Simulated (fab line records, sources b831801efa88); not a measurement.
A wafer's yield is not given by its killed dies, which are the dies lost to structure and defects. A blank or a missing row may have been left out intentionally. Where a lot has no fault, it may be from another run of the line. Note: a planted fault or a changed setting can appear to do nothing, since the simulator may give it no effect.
The same fault as seen by 2 desks || flow gf180mcu || numbers are kept per desk, each desk with only its own; the story behind them comes last

== FOR THE TOOL OWNER'S DESK: implanter-01 ==
GF_MVSD_IMPLANT_08, tool's own readings: per-lot mean of the sampled wafers with a number, covering each lot this tool ran. If a lot's mean is further than 4 standard deviations from the usual mean, the lot is out of limits and carries the mark OUT (the distance appears in the brackets).
Columns: A = beam_on_s at GF_MVSD_IMPLANT_08, usual 9.97 s; B = faraday_current_uA at GF_MVSD_IMPLANT_08, usual 90.5
{"lot": "L630", "first seen here": "day 4 13:33", "A": 10.15, "B": 89.0}
{"lot": "L632", "first seen here": "day 4 23:25", "A": 9.93, "B": 91.0}
{"lot": "L636", "first seen here": "day 5 21:53", "A": 9.90, "B": 91.2}
{"lot": "L637", "first seen here": "day 6 01:31", "A": 10.17, "B": 88.8}
{"lot": "L639", "first seen here": "day 6 19:02", "A": 10.00, "B": 90.3}
{"lot": "L640", "first seen here": "day 7 01:32", "A": 9.98, "B": 90.5}
{"lot": "L645", "first seen here": "day 8 03:16", "A": "12.17 (+10) OUT", "B": "76.6 (-7.7) OUT"}
{"lot": "L646", "first seen here": "day 8 14:58", "A": "11.54 (+7.5) OUT", "B": "80.7 (-5.4) OUT"}
{"lot": "L648", "first seen here": "day 8 21:01", "A": "11.96 (+9.5) OUT", "B": "77.8 (-7.1) OUT"}
This desk's verdict: out of limits on L645, L646, L648, starting with L645 at day 8 03:16 (beam_on_s at GF_MVSD_IMPLANT_08). L630, L632, L636, L637, L639, L640 stayed within limits.

== THE METROLOGY DESK ==
What the gauges read for every lot (on any tool): the sampled wafers with a number, averaged. If a lot's mean is further than 4 standard deviations from the usual mean, the lot is out of limits and carries the mark OUT (the distance appears in the brackets).
Columns: A = MVSD_TW at GF_MVSD_TW_MEAS_11, usual 1581; B = MVSD_RS at GF_VT_IMPLANT_RS_MEAS_46, usual 457.2 ohm/sq; C = HV_LDD_02_OVL at GF_HV_LDD_OVL_MEAS_32, usual -0.4 nm
{"lot": "L630", "first seen here": "day 4 13:57", "A": 1575, "B": 456.8, "C": 0.2}
{"lot": "L632", "first seen here": "day 4 23:47", "A": 1588, "B": 455.6, "C": -1.7}
{"lot": "L635", "first seen here": "day 5 15:26", "A": 1587, "B": 457.6, "C": -0.6}
{"lot": "L636", "first seen here": "day 5 22:16", "A": 1597, "B": 456.8, "C": -0.0}
{"lot": "L637", "first seen here": "day 6 01:52", "A": 1580, "B": 457.2, "C": 0.3}
{"lot": "L639", "first seen here": "day 6 19:23", "A": 1579, "B": 457.4, "C": -1.6}
{"lot": "L640", "first seen here": "day 7 01:55", "A": 1578, "B": 457.6, "C": -0.1}
{"lot": "L645", "first seen here": "day 8 03:40", "A": "1668 (+12) OUT", "B": "422.3 (-35) OUT", "C": -1.9}
{"lot": "L646", "first seen here": "day 8 15:20", "A": "1634 (+7.6) OUT", "B": "433.9 (-23) OUT", "C": -1.1}
{"lot": "L648", "first seen here": "day 8 21:23", "A": "1666 (+12) OUT", "B": "419.5 (-38) OUT", "C": -0.6}
{"lot": "L652", "first seen here": "day 9 17:31", "A": 1579, "B": 457.7, "C": 2.4}
{"lot": "L653", "first seen here": "day 10 04:20", "A": 1582, "B": 457.2, "C": -1.4}
This desk finds L645, L646, L648 out of limits, with the earliest case on L645 at day 8 03:40 (MVSD_TW at GF_MVSD_TW_MEAS_11). L630, L632, L635, L636, L637, L639, L640, L652, L653 stayed within limits.

== PUT TOGETHER ==
At day 8 03:16, on L645, L646, L648, the tool owner's desk was in a position to raise an alarm.
On L645, L646, L648, the metrology desk was in a position to raise an alarm at day 8 03:40.
GF_MVSD_IMPLANT_08 was run on implanter-01 by each of the lots named.

== WHAT HAD BEEN PUT IN BY THE SIMULATOR ==
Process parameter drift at GF_MVSD_IMPLANT_08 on implanter-01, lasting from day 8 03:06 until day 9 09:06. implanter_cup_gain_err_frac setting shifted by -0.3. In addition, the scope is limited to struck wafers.
Struck lots among those shown: L645, L646, L648.
Time in hours from fault onset to the first out-of-limits reading at each desk: tool owner's desk 0, metrology desk 1.
